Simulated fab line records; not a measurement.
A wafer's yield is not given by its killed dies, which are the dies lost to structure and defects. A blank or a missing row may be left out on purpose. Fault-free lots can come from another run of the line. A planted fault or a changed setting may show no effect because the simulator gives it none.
Matching of chambers / flow sky130 / 3 sister chambers for SKY_CONTACT_CVD_00 on pecvd-01
The step deposits Si3N4, target thk 75 nm. 6 wafers are shown with their chamber, then 7 later ones without.

== WAFERS PAIRED WITH THEIR CHAMBERS ==
wafer=L400.3; chamber=1; heaterPowerW (W)=736
wafer=L403.4; chamber=1; heaterPowerW (W)=772
wafer=L412.5; chamber=2; heaterPowerW (W)=742
wafer=L412.6; chamber=0; heaterPowerW (W)=701
wafer=L413.1; chamber=2; heaterPowerW (W)=731
wafer=L413.5; chamber=0; heaterPowerW (W)=699

== WAFERS MISSING THEIR CHAMBER ==
wafer=L413.6; heaterPowerW (W)=787
wafer=L416.1; heaterPowerW (W)=846
wafer=L416.3; heaterPowerW (W)=606
wafer=L416.4; heaterPowerW (W)=618
wafer=L417.1; heaterPowerW (W)=743
wafer=L417.5; heaterPowerW (W)=788
wafer=L417.6; heaterPowerW (W)=647

== CHAMBER TAKEN BY EACH ==
wafer=L413.6; from the rows above=can't be placed: 1 or 2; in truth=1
wafer=L416.1; from the rows above=can't be placed: 1 or 2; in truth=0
wafer=L416.3; from the rows above=0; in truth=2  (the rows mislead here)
wafer=L416.4; from the rows above=0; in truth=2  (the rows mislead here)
wafer=L417.1; from the rows above=can't be placed: 2 or 1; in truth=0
wafer=L417.5; from the rows above=can't be placed: 1 or 2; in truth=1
wafer=L417.6; from the rows above=0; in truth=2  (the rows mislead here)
Placed correctly: 0 of 7. From these rows, 4 cannot be placed; in 2 the true chamber is one of the candidates. Placed wrongly: 3.
How it was worked out, from the rows above alone: a wafer's distance from a chamber is the root of the sum, over the readings, of the square of ((its reading less the chamber's mean) divided by the reading's scatter). The wafer belongs to the nearest chamber; if the next one is less than 2 further off, it can't be placed. The mean given for a chamber averages the wafers shown for that chamber. The scatter: the root of (the sum of the squares of (reading less its chamber's mean) over the shown wafers, divided by (wafers less chambers)).
